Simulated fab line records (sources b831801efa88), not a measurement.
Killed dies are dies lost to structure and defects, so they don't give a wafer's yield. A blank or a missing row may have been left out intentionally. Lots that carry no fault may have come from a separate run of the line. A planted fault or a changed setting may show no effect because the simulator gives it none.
Matching of chambers | flow gf180mcu | GF_M2_STRIP_18 on wet-bench-03 has 4 sister chambers
The step strips in post etch residue remover, time 1200 s. 4 wafers are shown with their chamber, then 7 later ones without.

## WAFERS PAIRED WITH THEIR CHAMBERS
wafer  | chamber | bath-heat-duty-pct (%)
L528.5 | 3       | 12.8
L529.5 | 2       | 12.0
L531.6 | 1       | 13.0
L535.3 | 0       | 16.1

## WAFERS WITHOUT THEIR CHAMBER
wafer  | bath-heat-duty-pct (%)
L535.6 | 15.7
L546.2 | 11.0
L546.3 | 11.7
L546.5 | 13.2
L547.2 | 12.8
L547.3 | 12.5
L547.6 | 11.5

## WHICH CHAMBER EACH ONE RAN IN
wafer  | from the rows above          | in truth
L535.6 | 0                            | 0
L546.2 | can't be placed: 2 or 3      | 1
L546.3 | can't be placed: 2 or 3      | 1
L546.5 | can't be placed: 1 or 3      | 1
L547.2 | can't be placed: 3 or 1 or 2 | 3
L547.3 | can't be placed: 3 or 1 or 2 | 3
L547.6 | can't be placed: 2 or 3      | 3
1 of 7 placed correctly. Can't be placed from these rows: 6 (the true chamber is among the candidates in 4). Wrongly placed: 0.
How it was worked out, from the rows above alone: a wafer's distance from a chamber is the root of the sum, over the readings, of the square of ((its reading less the chamber's mean) divided by the reading's scatter). If the next closest chamber is less than 2 further off than the closest, the wafer can't be placed; otherwise it belongs to the closest. The mean given for a chamber averages the wafers shown for that chamber. The scatter: with one shown wafer a chamber, the root of the mean of the squares of how far each hidden wafer lies from its nearest shown one.
